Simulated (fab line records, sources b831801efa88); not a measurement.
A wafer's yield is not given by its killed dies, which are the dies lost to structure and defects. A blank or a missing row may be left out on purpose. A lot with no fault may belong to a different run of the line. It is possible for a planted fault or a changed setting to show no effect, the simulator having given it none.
Which tool did it? | flow gf180mcu | 15 lots, 45 wafers sampled, at 3 steps of a route of 602

WHAT EACH GAUGE READ, for each wafer
GF_V2_THK_MEAS_01. Usual: V2_CVD_00_THK typically reads 603 nm, with standard deviation 6.4.
lot  | measured     | on            | V2_CVD_00_THK (nm) | flag
L937 | day 19 04:25 | film metro-04 | 605 601 596        |
L938 | day 19 11:41 | film metro-01 | 603 602 604        |
L939 | day 19 22:46 | film metro-04 | 608 602 607        |
L941 | day 20 18:22 | film metro-01 | 600 596 597        |
L942 | day 21 07:20 | film metro-04 | 596 602 597        |
L943 | day 21 13:30 | film metro-03 | 607 617 605        |
L948 | day 23 12:49 | film metro-03 | 603 611 603        |
L951 | day 24 12:23 | film metro-01 | 600 593 598        |
L952 | day 24 16:55 | film metro-03 | 606 611 603        |
L953 | day 24 23:37 | film metro-01 | 610 617 608        |
L954 | day 25 10:14 | film metro-01 | 608 608 608        |
L955 | day 25 18:49 | film metro-04 | 604 606 605        |
L956 | day 25 23:59 | film metro-04 | 592 602 599        |
L958 | day 26 09:36 | film metro-01 | 599 605 603        |
L960 | day 27 02:41 | film metro-01 | 599 603 590        |

EACH LOT AND THE TOOL THAT RAN IT (in order: tool; ch and the chambers of the sampled wafers; start)
lot  | GF_V1_CMP_26                  | GF_M2_SPUTTER_01
L937 | cmp-02 ch 0,1,3, day 18 03:32 | pvd sputter-02, day 18 03:53
L938 | cmp-01 ch 1,2,3, day 18 09:26 | pvd sputter-01, day 18 09:47
L939 | cmp-01 ch 0,1,3, day 18 20:20 | pvd sputter-02, day 18 20:35
L941 | cmp-02 ch 2,3, day 19 17:49   | pvd sputter-03, day 19 18:10
L942 | cmp-02 ch 0,3, day 20 06:14   | pvd sputter-01, day 20 06:38
L943 | cmp-02 ch 0,1,3, day 20 12:38 | pvd sputter-01, day 20 12:59
L948 | cmp-02 ch 0,3, day 22 11:58   | pvd sputter-01, day 22 12:22
L951 | cmp-02 ch 0,1,3, day 23 13:04 | pvd sputter-03, day 23 13:19
L952 | cmp-02 ch 0,3, day 23 17:42   | pvd sputter-01, day 23 18:06
L953 | cmp-02 ch 1,2,3, day 24 00:36 | pvd sputter-02, day 24 01:00
L954 | cmp-01 ch 0,2, day 24 10:53   | pvd sputter-01, day 24 11:17
L955 | cmp-02 ch 1,2,3, day 24 20:14 | pvd sputter-02, day 24 20:32
L956 | cmp-01 ch 1,2, day 25 01:41   | pvd sputter-02, day 25 02:05
L958 | cmp-02 ch 0,1,2, day 25 11:26 | pvd sputter-03, day 25 11:50
L960 | cmp-02 ch 0,2,3, day 26 04:11 | pvd sputter-02, day 26 04:32
- GF_V1_CMP_26: polishes, stops on SiO2, t overpolish 15 s, target thk 0 nm.
- GF_M2_SPUTTER_01: material TiN, target thk 30 nm, time 25 s.

WHAT THE TOOLS THEMSELVES READ (means of the sampled wafers that have a number; where no wafer has one, the mark that the record gives instead)
GF_V1_CMP_26. Usual: edge zone pressure frac 1.000, standard deviation 0.0044; motor current A 11.1 A, standard deviation 0.63; overpolish run s 15.000 s, standard deviation 0.0086; time to endpoint s 82 s, standard deviation 3.2.
lot  | tool   | edge zone pressure frac | motor current A (A) | overpolish run s (s) | time to endpoint s (s) | flag
L937 | cmp-02 | 1.002                   | 11.0                | 15.000               | 80                     |
L938 | cmp-01 | 0.995                   | 10.9                | 14.995               | 86                     |
L939 | cmp-01 | 1.003                   | 11.0                | 15.001               | 82                     |
L941 | cmp-02 | 0.999                   | 10.3                | 14.995               | 86                     |
L942 | cmp-02 | 1.000                   | 10.9                | 14.994               | 82                     |
L943 | cmp-02 | 1.000                   | 10.9                | 14.993               | 87                     |
L948 | cmp-02 | 1.001                   | 11.2                | 15.008               | 82                     |
L951 | cmp-02 | 0.998                   | 11.2                | 14.998               | 80                     |
L952 | cmp-02 | 1.003                   | 11.2                | 15.002               | 81                     |
L953 | cmp-02 | 1.002                   | 11.0                | 14.996               | 86                     |
L954 | cmp-01 | 1.002                   | 11.2                | 15.003               | 79                     |
L955 | cmp-02 | 0.998                   | 10.9                | 15.003               | 83                     |
L956 | cmp-01 | 0.998                   | 11.1                | 14.998               | 78                     |
L958 | cmp-02 | 0.999                   | 11.1                | 14.994               | 82                     |
L960 | cmp-02 | 0.999                   | 10.7                | 14.994               | 82                     |

GF_M2_SPUTTER_01. Usual: chamber pressure pa 0.4000 Pa, standard deviation 0.00082; throttle valve pct 29.7 %, standard deviation 0.72.
lot  | tool           | chamber pressure pa (Pa) | throttle valve pct (%) | flag
L937 | pvd sputter-02 | 0.3998                   | 30.1                   |
L938 | pvd sputter-01 | 0.4002                   | 29.1                   |
L939 | pvd sputter-02 | 0.3994                   | 29.7                   |
L941 | pvd sputter-03 | 0.3997                   | 29.3                   |
L942 | pvd sputter-01 | 0.4001                   | 29.7                   |
L943 | pvd sputter-01 | 0.3998                   | 29.8                   |
L948 | pvd sputter-01 | 0.3993                   | 29.1                   |
L951 | pvd sputter-03 | 0.4008                   | 29.3                   |
L952 | pvd sputter-01 | 0.4003                   | 29.8                   |
L953 | pvd sputter-02 | 0.3998                   | 29.9                   |
L954 | pvd sputter-01 | 0.4002                   | 29.3                   |
L955 | pvd sputter-02 | 0.4003                   | 29.6                   |
L956 | pvd sputter-02 | 0.3989                   | 29.6                   |
L958 | pvd sputter-03 | 0.3995                   | 29.8                   |
L960 | pvd sputter-02 | 0.4003                   | 29.6                   |

THE ANSWER, worked out from the rows above alone
Rule: a lot counts as off when the mean over its wafers that have a number is more than 3 standard deviations away from the usual mean. Also off: a lot with no number at a reading for which 4 or more lots have one. All remaining lots with rows at the step are treated as sound. Order of review: gauges by route order, followed by the tools' own readings, for which a lot's mean as printed above is used. At the first step where some lot is off, the reading lying furthest off is the one used; lots without a number count as furthest.
None of the lots is off at any reading shown; this tells nothing.

WHAT THE SIMULATOR PUT IN
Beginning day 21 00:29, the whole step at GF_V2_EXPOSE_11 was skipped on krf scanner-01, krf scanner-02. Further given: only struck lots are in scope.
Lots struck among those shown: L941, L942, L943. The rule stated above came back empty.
